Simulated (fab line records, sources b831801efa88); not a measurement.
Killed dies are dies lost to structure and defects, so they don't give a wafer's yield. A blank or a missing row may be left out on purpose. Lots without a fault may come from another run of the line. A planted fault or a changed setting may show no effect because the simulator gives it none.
Which tool did it? | flow sky130 | 6 lots, 18 wafers sampled, at 1 step of a route of 708

WHAT THE GAUGES READ, wafer by wafer
SKY_VT_ADJUST_LVTN_TW_MEAS_10.
lot  | measured     | on            | VT_ADJUST_LVTN_TW
L526 | day 7 12:26  | film_metro-02 | 243.4 242.5 244.2
L530 | day 8 11:05  | film_metro-03 | 247.1 246.2 246.1
L533 | day 9 06:34  | film_metro-01 | 239.7 239.5 239.6
L537 | day 10 09:52 | film_metro-01 | 240.2 240.5 239.1
L541 | day 11 15:07 | film_metro-01 | 240.0 239.5 240.0
L546 | day 12 18:23 | film_metro-03 | 244.8 244.0 244.0

WHICH TOOL RAN EACH LOT (tool, then ch and the chambers of the sampled wafers, then the start)
The record holds no process step before these readings.

THE ANSWER, worked out from the rows above alone
Rule: what is usual is taken from the lots themselves. Put in order of their means at a reading, lots are off if they are a third of the lots or fewer, leave a main group of 4 or more, and stand apart from it by a gap of 3 or more times the standard deviation of the main group's means; of several such gaps the widest counts. A main group whose means are all the same, to the digits that the tables above print for the reading, isn't used. A lot without any number at a reading at which 4 lots or more have one is off too. The other lots that the step has rows for count as sound.
No lot is off at any reading shown: from this, nothing can be told.

WHAT THE SIMULATOR HAD PUT IN
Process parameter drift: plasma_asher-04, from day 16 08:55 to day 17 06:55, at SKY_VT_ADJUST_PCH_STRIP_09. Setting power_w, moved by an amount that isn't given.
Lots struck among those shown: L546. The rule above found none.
